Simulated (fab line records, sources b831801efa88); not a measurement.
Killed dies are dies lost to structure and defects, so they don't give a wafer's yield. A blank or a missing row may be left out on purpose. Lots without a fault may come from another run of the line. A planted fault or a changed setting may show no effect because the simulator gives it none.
Tool commonality check | flow sky130 | 12 lots, 36 wafers sampled

WHY IT WAS OPENED
At SKY_VT_ADJUST_LVTN_OVL_MEAS_07 the reading VT_ADJUST_LVTN_OVL is flagged on 2 of 12 lots. Wafers without a fault read 0.3 nm, standard deviation 1.5.
Rule: a lot is flagged when every wafer of it that has a number lies more than 4 standard deviations from that mean, or none has a number. The other lots count as sound.

lot  | measured     | on         | VT_ADJUST_LVTN_OVL (nm), wafer by wafer | flag
L240 | day 6 21:53  | overlay-01 | 1.3 0.3 0.7                             |
L241 | day 7 03:17  | overlay-01 | 2.4 1.9 0.5                             |
L242 | day 7 08:20  | overlay-01 | -1.2 1.5 0.9                            |
L243 | day 7 14:38  | overlay-01 | -2.6 -0.9 -3.9                          |
L245 | day 8 02:48  | overlay-02 | 0.3 -0.8 0.1                            |
L248 | day 9 00:26  | overlay-02 | 0.0 2.1 -1.0                            |
L252 | day 10 02:20 | overlay-01 | 172.2 170.1 168.5                       | FLAGGED
L254 | day 10 12:51 | overlay-02 | 169.6 171.1 168.5                       | FLAGGED
L255 | day 11 07:02 | overlay-01 | 0.7 -0.5 -0.8                           |
L256 | day 11 10:35 | overlay-01 | -1.3 -0.3 -0.6                          |
L259 | day 12 00:17 | overlay-02 | -0.4 0.7 1.6                            |
L260 | day 12 06:41 | overlay-01 | 0.8 -0.1 0.8                            |
The numbers of the flagged lots are 170.0 nm on average: +169.7 nm against the usual, or +99 or more standard deviations.

WHICH TOOL RAN EACH LOT
The record holds 2 process steps before the reading, out of a route of 708 steps. In each cell: the tool, then ch and the chambers that the sampled wafers went through, then the start.
lot  | flag    | SKY_FIELD_ISO_ETCH_15             | SKY_VT_ADJUST_LVTN_EXPOSE_04
L240 |         | rie_diel-02 ch 0,2,3, day 2 07:06 | iline_stepper-02 ch 0, day 6 12:32
L241 |         | rie_diel-04 ch 0,2,3, day 2 11:23 | iline_stepper-01 ch 0, day 6 17:51
L242 |         | rie_diel-02 ch 2,3, day 2 15:53   | iline_stepper-01 ch 0, day 6 23:14
L243 |         | rie_diel-04 ch 1,2,3, day 2 19:39 | iline_stepper-01 ch 0, day 7 04:53
L245 |         | rie_diel-04 ch 1,3, day 3 06:18   | iline_stepper-01 ch 0, day 7 17:31
L248 |         | rie_diel-04 ch 1,2,3, day 3 22:48 | iline_stepper-02 ch 0, day 8 14:11
L252 | FLAGGED | rie_diel-01 ch 0,2,3, day 4 19:00 | iline_stepper-02 ch 0, day 9 16:16
L254 | FLAGGED | rie_diel-02 ch 1,3, day 5 06:03   | iline_stepper-02 ch 0, day 10 02:09
L255 |         | rie_diel-02 ch 0,1,2, day 5 15:18 | iline_stepper-01 ch 0, day 10 19:19
L256 |         | rie_diel-04 ch 2,3, day 5 19:29   | iline_stepper-01 ch 0, day 10 22:50
L259 |         | rie_diel-04 ch 1,2,3, day 6 08:39 | iline_stepper-01 ch 0, day 11 12:21
L260 |         | rie_diel-01 ch 0,2, day 6 11:54   | iline_stepper-01 ch 0, day 11 18:58
What these steps do:
- SKY_FIELD_ISO_ETCH_15: etches the open film in CHF3/O2, stops on Si, target depth 180 nm, time 72 s.
- SKY_VT_ADJUST_LVTN_EXPOSE_04: exposes mask NWM COMPLEMENT LESS NATIVE, target cd 840 nm.
- SKY_VT_ADJUST_LVTN_OVL_MEAS_07

FLAGGED OVER TOTAL, TOOL BY TOOL (the gauges that took the reading come last)
step                           | tool             | lots run | flagged | share of the flagged lots | sound lots run after its first flagged lot
SKY_FIELD_ISO_ETCH_15          | rie_diel-01      | 2        | 1       | some                      | 1 (L260)
SKY_FIELD_ISO_ETCH_15          | rie_diel-02      | 4        | 1       | some                      | 1 (L255)
SKY_FIELD_ISO_ETCH_15          | rie_diel-04      | 6        | 0       | none                      | -
SKY_VT_ADJUST_LVTN_EXPOSE_04   | iline_stepper-01 | 8        | 0       | none                      | -
SKY_VT_ADJUST_LVTN_EXPOSE_04   | iline_stepper-02 | 4        | 2       | all                       | 0
SKY_VT_ADJUST_LVTN_OVL_MEAS_07 | overlay-01       | 8        | 1       | some                      | 3 (L255,L256,L260)
SKY_VT_ADJUST_LVTN_OVL_MEAS_07 | overlay-02       | 4        | 1       | some                      | 1 (L259)

WHAT THE TABLE ALLOWS
1 row of the table ran every flagged lot: iline_stepper-02 at SKY_VT_ADJUST_LVTN_EXPOSE_04.
- iline_stepper-02 at SKY_VT_ADJUST_LVTN_EXPOSE_04: 2 of its 4 lots flagged. Its last sound lot is L248 (day 8 14:11), its first flagged lot L252 (day 9 16:16): a fault that began between those two fits.
One tool is left: iline_stepper-02 at SKY_VT_ADJUST_LVTN_EXPOSE_04.

WHAT THE SIMULATOR HAD PUT IN
Scanner matching overlay: iline_stepper-02, from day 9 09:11 on, at SKY_VT_ADJUST_LVTN_EXPOSE_04. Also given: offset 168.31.
Lots struck among those shown: L252, L254. The rule above found the same.
